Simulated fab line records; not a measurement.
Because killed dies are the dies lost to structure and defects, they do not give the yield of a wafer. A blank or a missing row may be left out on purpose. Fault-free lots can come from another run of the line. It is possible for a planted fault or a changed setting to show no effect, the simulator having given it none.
The tool behind it: which one? || flow sky130 || 10 lots with 29 wafers sampled at 4 steps, on a route of 708 steps

== WHAT EACH GAUGE READ, for each wafer ==
SKY_CONTACT_RS_MEAS_25: uses a four-point probe to measure.
{"lot": "L913", "measured": "day 32 00:58", "on": "film_metro-02", "CONTACT_W_RS (ohm/sq)": "0.336 0.335 0.335"}
{"lot": "L917", "measured": "day 32 15:45", "on": "film_metro-03", "CONTACT_W_RS (ohm/sq)": "0.336 0.332 0.346"}
{"lot": "L918", "measured": "day 33 09:43", "on": "film_metro-02", "CONTACT_W_RS (ohm/sq)": "0.342 0.433 0.447 0.342 0.434 0.448"}
{"lot": "L919", "measured": "day 33 14:08", "on": "film_metro-01", "CONTACT_W_RS (ohm/sq)": "0.440 0.449 0.439 0.448"}
{"lot": "L920", "measured": "day 34 01:44", "on": "film_metro-03", "CONTACT_W_RS (ohm/sq)": "0.336 0.334 0.333"}
{"lot": "L928", "measured": "day 36 15:49", "on": "film_metro-01", "CONTACT_W_RS (ohm/sq)": "0.337 0.335 0.329"}
{"lot": "L929", "measured": "day 36 23:35", "on": "film_metro-02", "CONTACT_W_RS (ohm/sq)": "0.339 0.334 0.342"}
{"lot": "L930", "measured": "day 37 03:41", "on": "film_metro-01", "CONTACT_W_RS (ohm/sq)": "0.338 0.334 0.340"}
{"lot": "L935", "measured": "day 38 11:28", "on": "film_metro-01", "CONTACT_W_RS (ohm/sq)": "0.333 0.334 0.334"}
{"lot": "L936", "measured": "day 38 18:04", "on": "film_metro-03", "CONTACT_W_RS (ohm/sq)": "0.336 0.341 0.341"}

== WHAT TOOL EACH LOT RAN ON (gives the tool, then ch and the chambers of the sampled wafers, and finally the start) ==
{"lot": "L913", "SKY_LI_CONTACT_ETCH_15": "rie_diel-04 ch 0,2,3, day 29 13:47", "SKY_CONTACT_STRIP_19": "plasma_asher-03 ch 0,1, day 32 00:12", "SKY_CONTACT_CVD_24": "cvd_w-01 ch 0,1, day 32 00:52"}
{"lot": "L917", "SKY_LI_CONTACT_ETCH_15": "rie_diel-04 ch 2,3, day 30 05:41", "SKY_CONTACT_STRIP_19": "plasma_asher-01 ch 0,1, day 32 14:58", "SKY_CONTACT_CVD_24": "cvd_w-02 ch 0,1, day 32 15:37"}
{"lot": "L918", "SKY_LI_CONTACT_ETCH_15": "rie_diel-02 ch 0,1, day 31 00:14", "SKY_CONTACT_STRIP_19": "plasma_asher-01 ch 0,1, day 33 08:57", "SKY_CONTACT_CVD_24": "cvd_w-02 ch 0,1, day 33 09:37"}
{"lot": "L919", "SKY_LI_CONTACT_ETCH_15": "rie_diel-03 ch 2, day 31 04:21", "SKY_CONTACT_STRIP_19": "plasma_asher-01 ch 0, day 33 13:19", "SKY_CONTACT_CVD_24": "cvd_w-02 ch 0,1, day 33 14:01"}
{"lot": "L920", "SKY_LI_CONTACT_ETCH_15": "rie_diel-03 ch 0,1,3, day 31 16:24", "SKY_CONTACT_STRIP_19": "plasma_asher-01 ch 0,1, day 34 00:57", "SKY_CONTACT_CVD_24": "cvd_w-01 ch 0,1, day 34 01:37"}
{"lot": "L928", "SKY_LI_CONTACT_ETCH_15": "rie_diel-04 ch 1,3, day 34 07:50", "SKY_CONTACT_STRIP_19": "plasma_asher-03 ch 0,1, day 36 15:02", "SKY_CONTACT_CVD_24": "cvd_w-02 ch 0,1, day 36 15:41"}
{"lot": "L929", "SKY_LI_CONTACT_ETCH_15": "rie_diel-02 ch 2,3, day 34 15:19", "SKY_CONTACT_STRIP_19": "plasma_asher-01 ch 0,1, day 36 22:44", "SKY_CONTACT_CVD_24": "cvd_w-02 ch 0,1, day 36 23:29"}
{"lot": "L930", "SKY_LI_CONTACT_ETCH_15": "rie_diel-02 ch 0,3, day 34 19:11", "SKY_CONTACT_STRIP_19": "plasma_asher-04 ch 0,1, day 37 02:51", "SKY_CONTACT_CVD_24": "cvd_w-02 ch 0,1, day 37 03:33"}
{"lot": "L935", "SKY_LI_CONTACT_ETCH_15": "rie_diel-04 ch 0,2,3, day 36 02:52", "SKY_CONTACT_STRIP_19": "plasma_asher-03 ch 0,1, day 38 10:41", "SKY_CONTACT_CVD_24": "cvd_w-01 ch 0,1, day 38 11:21"}
{"lot": "L936", "SKY_LI_CONTACT_ETCH_15": "rie_diel-03 ch 0,3, day 36 10:04", "SKY_CONTACT_STRIP_19": "plasma_asher-03 ch 0,1, day 38 17:14", "SKY_CONTACT_CVD_24": "cvd_w-02 ch 0,1, day 38 17:56"}
- SKY_LI_CONTACT_ETCH_15: etches PSG in C4F8/O2/Ar, stops on Si, target depth 600 nm.
- SKY_CONTACT_STRIP_19: strips in O2/N2.
- SKY_CONTACT_CVD_24: deposits W, target thk 340 nm, time 102.12 s.

== THE ANSWER, worked out from the rows above alone ==
Rule: the lots themselves supply what counts as usual. Put in order of their means at a reading, lots are off if they are a third of the lots or fewer, leave a main group of 4 or more, and stand apart from it by a gap of 3 or more times the standard deviation of the main group's means; of several such gaps the widest counts. A main group whose means are all the same, to the digits that the tables above print for the reading, isn't used. Also off: a lot with no number at a reading for which 4 or more lots have one. Any other lot the step has rows for is counted as sound.
Off: L918, L919, at SKY_CONTACT_RS_MEAS_25 (CONTACT_W_RS). For the main group the mean is 0.336 ohm/sq and the standard deviation 0.0021.
A tool fits if, at a process step before that reading, it ran every lot that is off, and no sound lot after the first of them. Gauges at SKY_CONTACT_RS_MEAS_25: tried the same way as those tools. Of those tried, none fits.

== WHAT WAS PUT IN BY THE SIMULATOR ==
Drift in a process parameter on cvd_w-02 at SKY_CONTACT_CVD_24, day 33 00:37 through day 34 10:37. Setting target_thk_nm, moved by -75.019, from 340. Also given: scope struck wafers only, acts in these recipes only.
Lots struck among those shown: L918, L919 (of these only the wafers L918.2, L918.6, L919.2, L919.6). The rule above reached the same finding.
